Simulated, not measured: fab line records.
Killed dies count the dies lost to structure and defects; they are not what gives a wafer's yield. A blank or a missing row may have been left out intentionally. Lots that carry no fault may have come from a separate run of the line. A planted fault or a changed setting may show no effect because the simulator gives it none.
Chamber matching | flow sky130 | SKY_VIA2_ETCH_15 on rie_diel-01: 4 sister chambers
The step etches SiO2 in C4F8/O2/Ar, stops on TiN, target depth 546 nm, time 85.76 s. 8 wafers are shown with their chamber, then 10 later ones without.

== WAFERS WITH THEIR CHAMBER ==
wafer  | chamber | oes_product_au (a.u.)
L079.5 | 3       | 0.932
L084.1 | 2       | 0.936
L084.5 | 2       | 0.943
L087.2 | 3       | 0.939
L087.4 | 0       | 0.935
L087.6 | 1       | 0.938
L090.3 | 1       | 0.941
L090.5 | 0       | 0.942

== WAFERS MISSING THEIR CHAMBER ==
wafer  | oes_product_au (a.u.)
L090.6 | 0.937
L095.1 | 0.944
L095.2 | 0.934
L095.3 | 0.937
L095.4 | 0.934
L095.5 | 0.931
L095.6 | 0.930
L096.1 | 0.939
L096.2 | 0.935
L096.4 | 0.930

== CHAMBER TAKEN BY EACH ==
wafer  | from the rows above               | in truth
L090.6 | can't be placed: 0 or 3 or 1 or 2 | 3
L095.1 | can't be placed: 1 or 2 or 0 or 3 | 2
L095.2 | can't be placed: 3 or 0 or 1 or 2 | 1
L095.3 | can't be placed: 0 or 3 or 1 or 2 | 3
L095.4 | can't be placed: 3 or 0 or 1 or 2 | 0
L095.5 | can't be placed: 3 or 0 or 1 or 2 | 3
L095.6 | can't be placed: 3 or 0 or 1 or 2 | 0
L096.1 | can't be placed: 0 or 1 or 2 or 3 | 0
L096.2 | can't be placed: 3 or 0 or 1 or 2 | 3
L096.4 | can't be placed: 3 or 0 or 1 or 2 | 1
Correct placement for 0 of the 10. Not placeable from these rows: 10 (in 10, the candidates include the true chamber). Placed wrongly: 0.
How it was worked out, from the rows above alone: a wafer's distance from a chamber is the root of the sum, over the readings, of the square of ((its reading less the chamber's mean) divided by the reading's scatter). If the next closest chamber is less than 2 further off than the closest, the wafer can't be placed; otherwise it belongs to the closest. For every chamber, the mean is computed from those of its wafers that are shown. How the scatter is found: for the shown wafers, subtract from each reading the mean of its chamber, square and add these, divide the total by (wafers less chambers), then take the root.
